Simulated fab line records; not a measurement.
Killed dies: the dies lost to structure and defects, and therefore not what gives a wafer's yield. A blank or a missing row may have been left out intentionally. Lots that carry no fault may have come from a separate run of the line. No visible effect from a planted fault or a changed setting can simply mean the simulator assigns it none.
The tool behind it: which one? || flow gf180mcu || 15 lots, 45 wafers sampled, at 6 steps of a route of 602

## WHAT THE GAUGES SHOWED, per wafer
GF_VT_IMPLANT_OVL_MEAS_29.
{"lot": "L499", "measured": "day 7 08:36", "on": "overlay-01", "VT_IMPLANT_02_OVL (nm)": "1.9 1.4 1.8"}
{"lot": "L500", "measured": "day 7 17:04", "on": "overlay-01", "VT_IMPLANT_02_OVL (nm)": "3.4 0.9 2.6"}
{"lot": "L501", "measured": "day 7 17:42", "on": "overlay-02", "VT_IMPLANT_02_OVL (nm)": "-0.4 0.8 -1.3"}
{"lot": "L502", "measured": "day 7 21:23", "on": "overlay-02", "VT_IMPLANT_02_OVL (nm)": "-0.3 0.8 0.2"}
{"lot": "L505", "measured": "day 8 14:13", "on": "overlay-02", "VT_IMPLANT_02_OVL (nm)": "-0.3 1.5 1.7"}
{"lot": "L506", "measured": "day 8 20:49", "on": "overlay-02", "VT_IMPLANT_02_OVL (nm)": "1.1 0.6 0.6"}
{"lot": "L507", "measured": "day 9 00:10", "on": "overlay-02", "VT_IMPLANT_02_OVL (nm)": "1.6 0.0 1.2"}
{"lot": "L510", "measured": "day 9 20:45", "on": "overlay-02", "VT_IMPLANT_02_OVL (nm)": "1.8 2.8 2.7"}
{"lot": "L514", "measured": "day 10 23:39", "on": "overlay-02", "VT_IMPLANT_02_OVL (nm)": "2.1 0.4 2.4"}
{"lot": "L515", "measured": "day 11 05:20", "on": "overlay-02", "VT_IMPLANT_02_OVL (nm)": "-1.4 0.2 -0.1"}
{"lot": "L517", "measured": "day 11 17:55", "on": "overlay-02", "VT_IMPLANT_02_OVL (nm)": "0.1 0.1 -1.7"}
{"lot": "L518", "measured": "day 12 01:56", "on": "overlay-01", "VT_IMPLANT_02_OVL (nm)": "1.1 0.5 1.0"}
{"lot": "L519", "measured": "day 12 06:05", "on": "overlay-02", "VT_IMPLANT_02_OVL (nm)": "2.0 0.9 1.8"}
{"lot": "L521", "measured": "day 12 19:49", "on": "overlay-02", "VT_IMPLANT_02_OVL (nm)": "1.9 0.2 1.6"}
{"lot": "L522", "measured": "day 13 03:03", "on": "overlay-02", "VT_IMPLANT_02_OVL (nm)": "2.6 3.6 2.1"}

GF_HV_LDD_TW_MEAS_38.
{"lot": "L499", "measured": "day 12 01:36", "on": "filmMetro-04", "HV_LDD_3_TW": "1440 1442 1437"}
{"lot": "L500", "measured": "day 12 11:52", "on": "filmMetro-02", "HV_LDD_3_TW": "1413 1404 1413"}
{"lot": "L501", "measured": "day 12 12:30", "on": "filmMetro-04", "HV_LDD_3_TW": "1442 1445 1439"}
{"lot": "L502", "measured": "day 12 19:36", "on": "filmMetro-02", "HV_LDD_3_TW": "1414 1415 1409"}
{"lot": "L505", "measured": "day 13 15:05", "on": "filmMetro-04", "HV_LDD_3_TW": "1313 1320 1312"}
{"lot": "L506", "measured": "day 13 20:47", "on": "filmMetro-02", "HV_LDD_3_TW": "1289 1290 1301"}
{"lot": "L507", "measured": "day 14 04:07", "on": "filmMetro-02", "HV_LDD_3_TW": "1292 1287 1295"}
{"lot": "L510", "measured": "day 15 07:07", "on": "filmMetro-03", "HV_LDD_3_TW": "1438 1436 1436"}
{"lot": "L514", "measured": "day 16 15:06", "on": "filmMetro-03", "HV_LDD_3_TW": "1446 1442 1446"}
{"lot": "L515", "measured": "day 16 18:27", "on": "filmMetro-04", "HV_LDD_3_TW": "1440 1444 1443"}
{"lot": "L517", "measured": "day 17 08:16", "on": "filmMetro-02", "HV_LDD_3_TW": "1426 1418 1418"}
{"lot": "L518", "measured": "day 17 19:51", "on": "filmMetro-04", "HV_LDD_3_TW": "1447 1453 1456"}
{"lot": "L519", "measured": "day 18 03:24", "on": "filmMetro-04", "HV_LDD_3_TW": "1445 1448 1446"}
{"lot": "L521", "measured": "day 18 16:37", "on": "filmMetro-04", "HV_LDD_3_TW": "1443 1444 1437"}
{"lot": "L522", "measured": "day 19 02:33", "on": "filmMetro-03", "HV_LDD_3_TW": "1444 1443 1447"}

GF_HV_LDD_RS_MEAS_53: the measuring method here is four-point-probe.
{"lot": "L499", "measured": "day 12 21:38", "on": "filmMetro-02", "HV_LDD_RS (ohm/sq)": "419.2 418.4 418.4"}
{"lot": "L500", "measured": "day 13 08:18", "on": "filmMetro-02", "HV_LDD_RS (ohm/sq)": "418.4 417.4 417.4"}
{"lot": "L501", "measured": "day 13 08:53", "on": "filmMetro-02", "HV_LDD_RS (ohm/sq)": "418.8 417.1 418.4"}
{"lot": "L502", "measured": "day 13 16:22", "on": "filmMetro-03", "HV_LDD_RS (ohm/sq)": "418.2 419.2 419.2"}
{"lot": "L505", "measured": "day 14 12:17", "on": "filmMetro-02", "HV_LDD_RS (ohm/sq)": "439.0 438.1 439.6"}
{"lot": "L506", "measured": "day 14 18:01", "on": "filmMetro-03", "HV_LDD_RS (ohm/sq)": "440.4 440.9 440.1"}
{"lot": "L507", "measured": "day 15 01:27", "on": "filmMetro-03", "HV_LDD_RS (ohm/sq)": "438.9 439.2 439.3"}
{"lot": "L510", "measured": "day 16 05:35", "on": "filmMetro-02", "HV_LDD_RS (ohm/sq)": "417.7 418.1 418.1"}
{"lot": "L514", "measured": "day 17 14:17", "on": "filmMetro-02", "HV_LDD_RS (ohm/sq)": "419.2 419.0 420.1"}
{"lot": "L515", "measured": "day 17 17:11", "on": "filmMetro-02", "HV_LDD_RS (ohm/sq)": "417.7 418.1 417.3"}
{"lot": "L517", "measured": "day 18 07:42", "on": "filmMetro-02", "HV_LDD_RS (ohm/sq)": "418.7 420.0 419.1"}
{"lot": "L518", "measured": "day 18 20:35", "on": "filmMetro-03", "HV_LDD_RS (ohm/sq)": "418.5 418.3 418.3"}
{"lot": "L519", "measured": "day 19 03:47", "on": "filmMetro-03", "HV_LDD_RS (ohm/sq)": "419.7 420.1 418.4"}
{"lot": "L521", "measured": "day 19 17:30", "on": "filmMetro-04", "HV_LDD_RS (ohm/sq)": "418.6 418.0 418.0"}
{"lot": "L522", "measured": "day 20 03:20", "on": "filmMetro-03", "HV_LDD_RS (ohm/sq)": "418.9 419.0 418.6"}

GF_M1_RS_MEAS_05: the measuring method here is four-point-probe.
{"lot": "L499", "measured": "day 16 16:46", "on": "filmMetro-02", "M1_ALCU_RS (ohm/sq)": "0.0693 0.0691 0.0696"}
{"lot": "L500", "measured": "day 17 05:01", "on": "filmMetro-01", "M1_ALCU_RS (ohm/sq)": "0.0692 0.0691 0.0683"}
{"lot": "L501", "measured": "day 17 08:46", "on": "filmMetro-02", "M1_ALCU_RS (ohm/sq)": "0.0699 0.0699 0.0699"}
{"lot": "L502", "measured": "day 17 13:34", "on": "filmMetro-01", "M1_ALCU_RS (ohm/sq)": "0.0703 0.0707 0.0703"}
{"lot": "L510", "measured": "day 20 11:42", "on": "filmMetro-04", "M1_ALCU_RS (ohm/sq)": "0.0687 0.0686 0.0687"}
{"lot": "L514", "measured": "day 21 21:07", "on": "filmMetro-04", "M1_ALCU_RS (ohm/sq)": "0.0695 0.0699 0.0691"}
{"lot": "L515", "measured": "day 22 00:43", "on": "filmMetro-01", "M1_ALCU_RS (ohm/sq)": "0.0698 0.0691 0.0698"}
{"lot": "L517", "measured": "day 22 13:53", "on": "filmMetro-02", "M1_ALCU_RS (ohm/sq)": "0.0691 0.0692 0.0690"}
{"lot": "L518", "measured": "day 23 03:10", "on": "filmMetro-02", "M1_ALCU_RS (ohm/sq)": "0.0691 0.0693 0.0688"}
{"lot": "L519", "measured": "day 23 09:08", "on": "filmMetro-04", "M1_ALCU_RS (ohm/sq)": "0.0704 0.0698 0.0703"}
{"lot": "L521", "measured": "day 23 23:43", "on": "filmMetro-01", "M1_ALCU_RS (ohm/sq)": "0.0689 0.0686 0.0690"}
{"lot": "L522", "measured": "day 24 07:34", "on": "filmMetro-04", "M1_ALCU_RS (ohm/sq)": "0.0694 0.0699 0.0698"}

GF_M2_THK_MEAS_06: measures by xrf.
{"lot": "L499", "measured": "day 18 18:11", "on": "filmMetro-03", "M2_ALCU_THK (nm)": "439 443 447"}
{"lot": "L500", "measured": "day 19 06:43", "on": "filmMetro-03", "M2_ALCU_THK (nm)": "445 450 451"}
{"lot": "L501", "measured": "day 19 12:17", "on": "filmMetro-03", "M2_ALCU_THK (nm)": "447 451 448"}
{"lot": "L502", "measured": "day 19 16:27", "on": "filmMetro-03", "M2_ALCU_THK (nm)": "436 446 442"}
{"lot": "L510", "measured": "day 22 14:34", "on": "filmMetro-03", "M2_ALCU_THK (nm)": "451 447 450"}
{"lot": "L514", "measured": "day 23 21:21", "on": "filmMetro-02", "M2_ALCU_THK (nm)": "444 445 449"}
{"lot": "L515", "measured": "day 24 02:26", "on": "filmMetro-02", "M2_ALCU_THK (nm)": "445 443 442"}
{"lot": "L517", "measured": "day 24 13:53", "on": "filmMetro-03", "M2_ALCU_THK (nm)": "438 445 441"}
{"lot": "L518", "measured": "day 25 04:05", "on": "filmMetro-02", "M2_ALCU_THK (nm)": "443 447 443"}
{"lot": "L519", "measured": "day 25 09:11", "on": "filmMetro-02", "M2_ALCU_THK (nm)": "443 438 441"}
{"lot": "L521", "measured": "day 25 23:09", "on": "filmMetro-03", "M2_ALCU_THK (nm)": "445 442 446"}
{"lot": "L522", "measured": "day 26 05:44", "on": "filmMetro-02", "M2_ALCU_THK (nm)": "442 440 438"}

## TOOL THAT RAN EACH LOT (tool first, then ch and the chambers of the sampled wafers, then the start)
{"lot": "L499", "GF_HV_LDD_IMPLANT_35": "implanter-01 ch 0, day 12 01:12"}
{"lot": "L500", "GF_HV_LDD_IMPLANT_35": "implanter-01 ch 0, day 12 11:29"}
{"lot": "L501", "GF_HV_LDD_IMPLANT_35": "implanter-02 ch 0, day 12 12:06"}
{"lot": "L502", "GF_HV_LDD_IMPLANT_35": "implanter-01 ch 0, day 12 19:12"}
{"lot": "L505", "GF_HV_LDD_IMPLANT_35": "implanter-02, day 13 14:43"}
{"lot": "L506", "GF_HV_LDD_IMPLANT_35": "implanter-02, day 13 20:25"}
{"lot": "L507", "GF_HV_LDD_IMPLANT_35": "implanter-04, day 14 03:44"}
{"lot": "L510", "GF_HV_LDD_IMPLANT_35": "implanter-02 ch 0, day 15 06:43"}
{"lot": "L514", "GF_HV_LDD_IMPLANT_35": "implanter-02 ch 0, day 16 14:42"}
{"lot": "L515", "GF_HV_LDD_IMPLANT_35": "implanter-02 ch 0, day 16 18:03"}
{"lot": "L517", "GF_HV_LDD_IMPLANT_35": "implanter-02 ch 0, day 17 07:53"}
{"lot": "L518", "GF_HV_LDD_IMPLANT_35": "implanter-01 ch 0, day 17 19:27"}
{"lot": "L519", "GF_HV_LDD_IMPLANT_35": "implanter-01 ch 0, day 18 03:00"}
{"lot": "L521", "GF_HV_LDD_IMPLANT_35": "implanter-01 ch 0, day 18 16:14"}
{"lot": "L522", "GF_HV_LDD_IMPLANT_35": "implanter-04 ch 0, day 19 02:09"}
- GF_HV_LDD_IMPLANT_35

## AS READ BY THE TOOLS THEMSELVES (means over the sampled wafers that have a number; for cases with no such wafer, the mark the record gives instead)
GF_HV_LDD_IMPLANT_35.
{"lot": "L499", "tool": "implanter-01", "beamEnergyKeV": 60.001, "beamOnS (s)": 10.01, "faradayCurrentUA": 42.0, "tiltDeg (degrees)": 29.992}
{"lot": "L500", "tool": "implanter-01", "beamEnergyKeV": 59.995, "beamOnS (s)": 9.91, "faradayCurrentUA": 42.7, "tiltDeg (degrees)": 30.006}
{"lot": "L501", "tool": "implanter-02", "beamEnergyKeV": 59.987, "beamOnS (s)": 9.92, "faradayCurrentUA": 42.6, "tiltDeg (degrees)": 30.020}
{"lot": "L502", "tool": "implanter-01", "beamEnergyKeV": 60.047, "beamOnS (s)": 9.95, "faradayCurrentUA": 42.5, "tiltDeg (degrees)": 30.013}
{"lot": "L505", "tool": "implanter-02", "beamEnergyKeV": "-", "beamOnS (s)": "-", "faradayCurrentUA": "-", "tiltDeg (degrees)": "-"}
{"lot": "L506", "tool": "implanter-02", "beamEnergyKeV": "-", "beamOnS (s)": "-", "faradayCurrentUA": "-", "tiltDeg (degrees)": "-"}
{"lot": "L507", "tool": "implanter-04", "beamEnergyKeV": "-", "beamOnS (s)": "-", "faradayCurrentUA": "-", "tiltDeg (degrees)": "-"}
{"lot": "L510", "tool": "implanter-02", "beamEnergyKeV": 60.003, "beamOnS (s)": 9.91, "faradayCurrentUA": 42.7, "tiltDeg (degrees)": 30.018}
{"lot": "L514", "tool": "implanter-02", "beamEnergyKeV": 60.004, "beamOnS (s)": 9.98, "faradayCurrentUA": 42.4, "tiltDeg (degrees)": 29.971}
{"lot": "L515", "tool": "implanter-02", "beamEnergyKeV": 60.015, "beamOnS (s)": 10.10, "faradayCurrentUA": 41.7, "tiltDeg (degrees)": 30.025}
{"lot": "L517", "tool": "implanter-02", "beamEnergyKeV": 60.004, "beamOnS (s)": 9.89, "faradayCurrentUA": 42.8, "tiltDeg (degrees)": 30.006}
{"lot": "L518", "tool": "implanter-01", "beamEnergyKeV": 60.009, "beamOnS (s)": 9.84, "faradayCurrentUA": 43.0, "tiltDeg (degrees)": 29.994}
{"lot": "L519", "tool": "implanter-01", "beamEnergyKeV": 59.999, "beamOnS (s)": 9.94, "faradayCurrentUA": 42.5, "tiltDeg (degrees)": 29.995}
{"lot": "L521", "tool": "implanter-01", "beamEnergyKeV": 60.015, "beamOnS (s)": 10.30, "faradayCurrentUA": 41.1, "tiltDeg (degrees)": 30.032}
{"lot": "L522", "tool": "implanter-04", "beamEnergyKeV": 59.984, "beamOnS (s)": 10.16, "faradayCurrentUA": 41.5, "tiltDeg (degrees)": 29.996}

## THE ANSWER, worked out from the rows above alone
Rule: what is usual is taken from the lots themselves. The widest of any qualifying gaps counts: lots, ordered by their means at a reading, are off when they make up no more than a third of the lots, leave a main group of 4 or more, and stand apart from it by 3 or more times the standard deviation of that group's means. The tables above print the reading to a certain number of digits; a main group whose means all agree to those digits is not used. Also off: a lot with no number at a reading for which 4 or more lots have one. Any other lot the step has rows for is counted as sound. The gauges are gone through in route order, then the tools' own readings, and for those a lot's mean is taken as printed above. At the first step where some lot is off, the reading lying furthest off is the one used; lots without a number count as furthest.
Off: L505, L506, L507, seen at GF_HV_LDD_TW_MEAS_38 (HV_LDD_3_TW). The main group: mean 1436, standard deviation 13.
A tool fits if, at a process step before that reading, it ran every lot that is off, and no sound lot after the first of them. The gauges at GF_HV_LDD_TW_MEAS_38 aren't tried: what is off there is off at GF_HV_LDD_IMPLANT_35 too, on other tools, and a gauge's error can't cause that. None of those tried fits.

## WHAT HAD BEEN PUT IN BY THE SIMULATOR
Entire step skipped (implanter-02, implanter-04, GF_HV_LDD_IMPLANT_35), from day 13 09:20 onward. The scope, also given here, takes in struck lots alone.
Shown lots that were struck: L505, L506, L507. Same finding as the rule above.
